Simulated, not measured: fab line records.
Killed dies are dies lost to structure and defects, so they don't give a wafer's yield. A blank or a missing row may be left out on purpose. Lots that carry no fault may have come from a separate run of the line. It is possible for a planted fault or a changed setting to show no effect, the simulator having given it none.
Tool commonality check	flow gf180mcu	Sampled: 13 lots, 39 wafers

## WHAT PROMPTED THE OPENING
GF_V1_THK_MEAS_01, reading V1_CVD_00_THK: flagged on 2 of 13 lots. Wafers without a fault read 599 nm, standard deviation 8.
Rule: a lot is flagged when every wafer of it that has a number lies more than 4 standard deviations from that mean, or none has a number. All remaining lots are regarded as sound.

lot	measured	on	V1_CVD_00_THK (nm), wafer by wafer	flag
L815	day 17 06:53	filmMetro-02	607 609 610	
L816	day 17 18:56	filmMetro-01	595 600 602	
L818	day 19 03:29	filmMetro-04	593 612 599	
L821	day 20 02:35	filmMetro-01	489 482 493	FLAGGED
L824	day 21 03:56	filmMetro-02	479 474 479	FLAGGED
L825	day 21 11:12	filmMetro-02	607 594 599	
L832	day 23 17:55	filmMetro-04	602 584 597	
L833	day 24 02:52	filmMetro-04	592 592 594	
L834	day 24 06:01	filmMetro-01	595 601 605	
L835	day 24 18:31	filmMetro-02	596 596 599	
L836	day 25 01:36	filmMetro-04	584 591 586	
L837	day 25 12:37	filmMetro-04	600 599 590	
L838	day 25 23:25	filmMetro-04	607 591 608	
The mean of the flagged lots' numbers is 483 nm, -116 nm from the usual (-15 standard deviations).

## EACH LOT AND THE TOOL IT RAN ON
2 process steps preceding the reading are held in the record, out of 602 steps in the route. Every cell lists first the tool, next ch and the chambers used by the sampled wafers, and last the start.
lot	flag	GF_M1_SPUTTER_03	GF_V1_CVD_00
L815		pvdSputter-01, day 16 06:19	hdpcvd-02 ch 0,1, day 17 06:47
L816		pvdSputter-01, day 16 18:46	hdpcvd-01 ch 1,2, day 17 18:52
L818		pvdSputter-01, day 18 02:11	hdpcvd-02 ch 0,2, day 19 03:25
L821	FLAGGED	pvdSputter-01, day 19 00:46	hdpcvd-02 ch 0,1, day 20 02:30
L824	FLAGGED	pvdSputter-01, day 20 01:52	hdpcvd-02 ch 1,2, day 21 03:52
L825		pvdSputter-01, day 20 09:52	hdpcvd-01 ch 0,1,2, day 21 11:08
L832		pvdSputter-01, day 22 18:35	hdpcvd-01 ch 0,1,2, day 23 17:51
L833		pvdSputter-04, day 23 03:41	hdpcvd-02 ch 1,2, day 24 02:46
L834		pvdSputter-04, day 23 06:46	hdpcvd-01 ch 0,2, day 24 05:57
L835		pvdSputter-02, day 23 19:00	hdpcvd-02 ch 1,2, day 24 18:27
L836		pvdSputter-02, day 24 01:52	hdpcvd-02 ch 1,2, day 25 01:31
L837		pvdSputter-02, day 24 13:52	hdpcvd-01 ch 0,1,2, day 25 12:33
L838		pvdSputter-01, day 25 00:05	hdpcvd-01 ch 1,2, day 25 23:20
What these steps do:
- GF_M1_SPUTTER_03: material Ti, target thk 10 nm, time 6.7 s.
- GF_V1_CVD_00: deposits SiO2, target thk 600 nm, time 100 s.
- GF_V1_THK_MEAS_01

## FLAGGED OVER TOTAL, TOOL BY TOOL (the gauges that took the reading come last)
step	tool	lots run	flagged	share of the flagged lots	sound lots run after its first flagged lot
GF_M1_SPUTTER_03	pvdSputter-01	8	2	all	3 (L825,L832,L838)
GF_M1_SPUTTER_03	pvdSputter-02	3	0	none	-
GF_M1_SPUTTER_03	pvdSputter-04	2	0	none	-
GF_V1_CVD_00	hdpcvd-01	6	0	none	-
GF_V1_CVD_00	hdpcvd-02	7	2	all	3 (L833,L835,L836)
GF_V1_THK_MEAS_01	filmMetro-01	3	1	some	1 (L834)
GF_V1_THK_MEAS_01	filmMetro-02	4	1	some	2 (L825,L835)
GF_V1_THK_MEAS_01	filmMetro-04	6	0	none	-

## THE TABLE: WHAT IT ALLOWS
Every flagged lot went through 2 rows of the table: pvdSputter-01 at GF_M1_SPUTTER_03 and hdpcvd-02 at GF_V1_CVD_00.
- pvdSputter-01 at GF_M1_SPUTTER_03 ran 8 lots, 2 of them flagged. Lots that were sound ran on it after the first flagged one (L825, L832, L838); a persistent fault on the entire tool would not allow that.
- hdpcvd-02 at GF_V1_CVD_00 ran 7 lots, 2 of them flagged. Lots that were sound ran on it after the first flagged one (L833, L835, L836); a persistent fault on the entire tool would not allow that. Its own readings lie more than 4 standard deviations out on every wafer of the flagged lots: sih4FlowSccm.
None of the table's rows ran every flagged lot and, after the first, no sound lot.

## WHAT THE SIMULATOR HAD PUT IN
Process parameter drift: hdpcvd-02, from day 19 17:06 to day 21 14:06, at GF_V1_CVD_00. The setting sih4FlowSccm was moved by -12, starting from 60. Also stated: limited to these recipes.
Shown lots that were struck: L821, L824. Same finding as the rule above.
